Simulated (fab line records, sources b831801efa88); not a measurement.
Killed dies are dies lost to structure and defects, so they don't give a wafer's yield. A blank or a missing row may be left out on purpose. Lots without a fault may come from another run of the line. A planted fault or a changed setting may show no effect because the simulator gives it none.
A struck lot beside a sound one | flow sky130 | 36 steps out of a route of 708
Sound: wafers L195.1, L195.2, L195.6. Struck: wafers L189.1, L189.2, L189.6. The cause comes at the end.
At each step with rows: each side's tool, then ch and its chambers, then its first start. Under that, the readings that differ: sound wafers | struck wafers | difference of the means | sigmas: that difference in standard deviations of wafers without a fault.
alike: readings whose means differ by less than 2 such deviations, and words and numbers that are the same on both sides. not compared: withheld readings, readings that some wafer has no value for, bounds like >300 that may hide the same value, and numbers for which the record gives no deviation and whose values overlap.
The two part at a step that has a row with sigmas, a row that says differs or no value, or rows on one side only. Numbers that don't overlap but have no deviation are shown without sigmas and don't part them. A reading that every wafer of one side lacks parts them only if that side has two wafers or more.

first, 10 steps without rows for these wafers: SKY_POLY_CUT_ETCH_10 (etches BARC in N2/H2, stops on SiO2, time 45.9 s, target depth 60 nm); SKY_POLY_CUT_ETCH_11 (etches Si3N4 in CF4/CH2F2/Ar, stops on poly-Si, time 42.5 s, target depth 60 nm); SKY_POLY_CUT_STRIP_12 (strips in O2/N2); SKY_SD_P_DEHYDRATE_00 (time 60 s); SKY_SD_P_HMDS_01 (prime time 60 s); SKY_SD_P_COAT_02 (resist thk 1140 nm); SKY_SD_P_SOFTBAKE_03 (time 60 s); SKY_SD_P_EXPOSE_04 (exposes mask PSDM, target cd 380 nm); SKY_SD_P_PEB_05; SKY_SD_P_DEVELOP_06 (develop time 60 s).
SKY_SD_P_IMPLANT_09:
  sound on implanter-03 ch 0, day 31 08:06; struck on implanter-02 ch 0, day 30 19:03
  reading       | sound                         | struck                       | difference | sigmas
  beam_on_s (s) | 13.5 14.3 13.5                | 25.8 26.0 25.7               | +12.1      | +7
  dose_ions_cm2 | 3.005e+15 2.997e+15 3.001e+15 | 4.321e+15 4.323e+15 4.32e+15 | +1.320e+15 | +99 or more
  alike: beam_energy_keV
SKY_SD_P_STRIP_10: strips in O2/N2.
  sound on plasma_asher-02 ch 0,1, day 31 08:15; struck on plasma_asher-02 ch 0,1, day 30 19:12
  reading                      | sound             | struck            | difference | sigmas
  oes_product_au (a.u.)        | 0.626 0.617 0.617 | 0.605 0.594 0.602 | -0.020     | -4
  strip_time_to_endpoint_s (s) | 17.53 17.55 17.51 | 18.26 18.25 18.27 | +0.73      | +19
  alike: drypump_motor_current_A
  not compared: rf_hours_counter_h
SKY_SD_P_TW_MEAS_11:
  sound on film_metro-04, day 31 08:21; struck on film_metro-04, day 30 19:18
  reading | sound          | struck         | difference | sigmas
  SD_P_TW | 2854 2839 2824 | 3000 3001 2994 | +159       | +8
then, 21 steps without rows for these wafers: SKY_RES_XHIGH_DEHYDRATE_00 (time 60 s); SKY_RES_XHIGH_HMDS_01 (prime time 60 s); SKY_RES_XHIGH_COAT_02 (resist thk 1140 nm); SKY_RES_XHIGH_SOFTBAKE_03 (time 60 s); SKY_RES_XHIGH_EXPOSE_04 (exposes mask URPM, target cd 1270 nm); SKY_RES_XHIGH_PEB_05; SKY_RES_XHIGH_DEVELOP_06 (develop time 60 s); SKY_RES_XHIGH_IMPLANT_07; SKY_RES_XHIGH_STRIP_08 (strips in O2/N2); SKY_SD_N_DEHYDRATE_00 (time 60 s); SKY_SD_N_HMDS_01 (prime time 60 s); SKY_SD_N_COAT_02 (resist thk 1140 nm); SKY_SD_N_SOFTBAKE_03 (time 60 s); SKY_SD_N_EXPOSE_04 (exposes mask NSDM, target cd 380 nm); SKY_SD_N_PEB_05; SKY_SD_N_DEVELOP_06 (develop time 60 s); SKY_SD_N_IMPLANT_09; SKY_SD_N_IMPLANT_10; SKY_SD_N_STRIP_11 (strips in O2/N2); SKY_SD_N_CLEAN_13 (cleans in SC1/SC2, time 150 s); SKY_SD_N_RTA_14 (time 2 s).
-- the record jumps here: 2 days lie between the struck wafers' starts before and after --
SKY_SD_N_RS_MEAS_17: measures by four-point-probe.
  sound on film_metro-04, day 33 13:10; struck on film_metro-04, day 33 01:55
  reading          | sound             | struck            | difference | sigmas
  SD_P_RS (ohm/sq) | 146.7 146.7 146.7 | 142.1 142.0 142.2 | -4.6       | -12
-- the record jumps here: 16 days lie between the struck wafers' starts before and after (it left off in module SD_N and takes up again in module PAD_OPEN, whose first step shown is number 708 of the route) --
SKY_PAD_OPEN_PROBE_99:
  sound on prober-01, day 49 21:19; struck on prober-02, day 49 11:55
  reading                             | sound             | struck            | difference | sigmas
  killed_at_contacts                  | 12 16 15          | 33 29 23          | +14        | +3
  model.etest.res_high_po.line_ohm_um | 721.1 722.8 736   | 615.9 629.8 617   | -105.7     |
  model.etest.res_pdiff.line_ohm_um   | 1396 1407 1388    | 1234 1262 1234    | -154       |
  model.etest.pfet_01v8.r_on_ohm_um   | 2853 2956 2870    | 2772 2723 2720    | -155       |
  model.etest.licon_high_po.rc_ohm    | 344.2 346.2 340.2 | 242.1 246.4 244.4 | -99.2      |
  model.etest.licon_pdiff.rc_ohm      | 574 591.6 556.8   | 529.8 515.2 519.2 | -52.7      |
  model.etest.res_high_po.rs_ohm_sq   | 255.2 255.4 258.3 | 218.5 219.3 217.5 | -37.9      |
  model.etest.res_pdiff_hv.rs_ohm_sq  | 191.6 192.3 193.4 | 171.1 170.9 171.2 | -21.4      |
  model.etest.res_pdiff.rs_ohm_sq     | 196.6 198.7 197.9 | 177.9 177.9 179.9 | -19.2      |
  alike: killed_at_M0_to_M3, killed_at_M4_up, killed_at_front_end, killed_at_other, killed_dies, killed_open, killed_short

WHERE THEY PART
First at SKY_SD_P_IMPLANT_09; last, within this record, at SKY_PAD_OPEN_PROBE_99.

WHY: what the simulator had put in
Process parameter drift: implanter-02, from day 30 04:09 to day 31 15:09, at SKY_SD_P_IMPLANT_09. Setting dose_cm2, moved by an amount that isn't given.
